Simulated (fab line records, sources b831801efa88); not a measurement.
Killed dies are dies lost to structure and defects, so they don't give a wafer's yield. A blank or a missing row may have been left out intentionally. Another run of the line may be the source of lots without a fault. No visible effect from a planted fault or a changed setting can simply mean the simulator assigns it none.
A lot that was struck, set against a sound lot	flow sky130	38 steps out of a route of 708
Sound: wafers L498.1, L498.2, L498.5. Wafers L507.2, L507.3, L507.5 were the ones struck. The cause comes at the end.
Order at every step that has rows: each side's tool, ch and its chambers, its first start. Under that, the readings that differ: sound wafers	struck wafers	difference of the means	sigmas: that difference in standard deviations of wafers without a fault.
alike: a reading whose means differ by less than 2 such deviations, as well as words and numbers matching on both sides. not compared: withheld readings; readings where some wafer has no value; bounds like >300 that might hide an equal value; numbers whose values overlap and for which the record gives no deviation.
A row with sigmas, a row that says differs or no value, or rows on one side alone: a step with any of these is where the two part. Numbers that don't overlap but have no deviation are shown without sigmas and don't part them. A reading missing from all wafers of one side parts the sides only when that side holds two or more wafers.

first, 10 steps without rows for these wafers: SKY_LDD_HVP_HMDS_01 (prime time 60 s); SKY_LDD_HVP_COAT_02 (resist thk 300 nm); SKY_LDD_HVP_SOFTBAKE_03 (time 60 s); SKY_LDD_HVP_EXPOSE_04 (exposes mask HVPTM, target cd 700 nm); SKY_LDD_HVP_PEB_05; SKY_LDD_HVP_DEVELOP_06 (develop time 60 s); SKY_LDD_HVP_IMPLANT_08; SKY_LDD_HVP_STRIP_09 (strips in O2/N2); SKY_LDD_LDN_DEHYDRATE_00 (time 60 s); SKY_LDD_LDN_HMDS_01 (prime time 60 s).
SKY_LDD_LDN_COAT_02: resist thk 1140 nm.
  struck on litho_track-01, day 28 10:53; sound on litho_track-02 ch 0, day 25 00:37
  no value came back on the struck wafers for chill_plate_temp_C (C), dispense_pressure_kPa (kPa); on the sound wafers chill_plate_temp_C (C) reads 23.25 23.07 23.18
then, 4 steps without rows for these wafers: SKY_LDD_LDN_SOFTBAKE_03 (time 60 s); SKY_LDD_LDN_EXPOSE_04 (exposes mask LDNTM, target cd 700 nm); SKY_LDD_LDN_PEB_05; SKY_LDD_LDN_DEVELOP_06 (develop time 60 s).
SKY_LDD_LDN_OVL_MEAS_07:
  sound on overlay-01, day 25 15:58; struck on overlay-02, day 29 01:25
reading	sound	struck	difference	sigmas
LDD_LDN_OVL (nm)	-0.5 0.3 0.9	- - -	no value on the struck wafers	
then, 20 steps without rows for these wafers: SKY_LDD_LDN_IMPLANT_08; SKY_LDD_LDN_IMPLANT_09; SKY_LDD_LDN_IMPLANT_10; SKY_LDD_LDN_IMPLANT_11; SKY_LDD_LDN_STRIP_12 (strips in O2/N2); SKY_LDD_LDN_CLEAN_14 (cleans in SC1/SC2, time 150 s); SKY_SPACER_CVD_00 (deposits Si3N4 from DCS/NH3, target thk 43.1 nm, time 740 s); SKY_SPACER_ETCHBACK_02 (etches Si3N4 in CH3F/O2, stops on SiO2, time 46.7 s, target depth 45 nm); SKY_POLY_CUT_DEHYDRATE_00 (time 60 s); SKY_POLY_CUT_HMDS_01 (prime time 60 s); SKY_POLY_CUT_COAT_02 (resist thk 60 nm); SKY_POLY_CUT_COAT_03 (resist thk 450 nm); SKY_POLY_CUT_SOFTBAKE_04 (time 90 s); SKY_POLY_CUT_EXPOSE_05 (exposes mask NPCM, target cd 270 nm); SKY_POLY_CUT_PEB_06; SKY_POLY_CUT_DEVELOP_07 (develop time 60 s); SKY_POLY_CUT_ETCH_10 (etches BARC in N2/H2, stops on SiO2, time 45.9 s, target depth 60 nm); SKY_POLY_CUT_ETCH_11 (etches Si3N4 in CF4/CH2F2/Ar, stops on poly-Si, time 42.5 s, target depth 60 nm); SKY_POLY_CUT_STRIP_12 (strips in O2/N2); SKY_SD_P_DEHYDRATE_00 (time 60 s).
-- a jump in the record: the struck wafers' starts before and after are 4 days apart (it breaks off in module SD_P and resumes in module RES_XHIGH, where the first step shown is number 341 of the route) --
SKY_RES_XHIGH_TW_MEAS_09:
  sound on film_metro-03, day 29 09:35; struck on film_metro-01, day 32 14:25
reading	sound	struck	difference	sigmas
RES_XHIGH_TW	1634 1633 1637	1912 1912 1910	+277	+20
-- a jump in the record: the struck wafers' starts before and after are 17 days apart (it breaks off in module RES_XHIGH and resumes in module PAD_OPEN, where the first step shown is number 708 of the route) --
SKY_PAD_OPEN_PROBE_99:
  sound on prober-01, day 47 11:02; struck on prober-02, day 49 11:35
reading	sound	struck	difference	sigmas
killed_at_front_end	15 15 16	418 406 429	+402	+91
killed_dies	90 85 68	492 492 492	+411	+46
killed_on_rim	19 17 8	96 96 96	+81	+20
model.etest.pfet_01v8.r_on_ohm_um	2838 2974 2879	1.535e+04 1.944e+04 2.838e+04	+1.816e+04	
model.etest.tip_p_5v.rs_ohm_sq	2873 2897 2899	6887 6750 6767	+3912	
model.etest.tip_n_5v.rs_ohm_sq	1360 1368 1373	1021 1026 1029	-342	
model.etest.pfet_g5v0d10v5.r_on_ohm_um	4826 4941 4868	4964 5075 5053	+152	
model.etest.pfet_01v8.drive_ua_um	197.2 186.8 193.9	38.42 32.84 25.49	-160.38	
model.etest.pfet_01v8_hvt.drive_ua_um	147.9 139.6 145.6	22.74 18.84 13.7	-125.94	
model.etest.sram_pfet_latch.drive_ua_um	153.2 142.8 143.5	23.75 19.29 13.66	-127.60	
  alike: killed_at_M0_to_M3, killed_at_M4_up, killed_at_contacts, killed_at_other, killed_open, killed_short
  not compared: model.etest.tip_p_5v.rs_ohm_sq_range

WHERE THEY PART
First at SKY_LDD_LDN_COAT_02; last, within this record, at SKY_PAD_OPEN_PROBE_99.

WHY: what had been put in by the simulator
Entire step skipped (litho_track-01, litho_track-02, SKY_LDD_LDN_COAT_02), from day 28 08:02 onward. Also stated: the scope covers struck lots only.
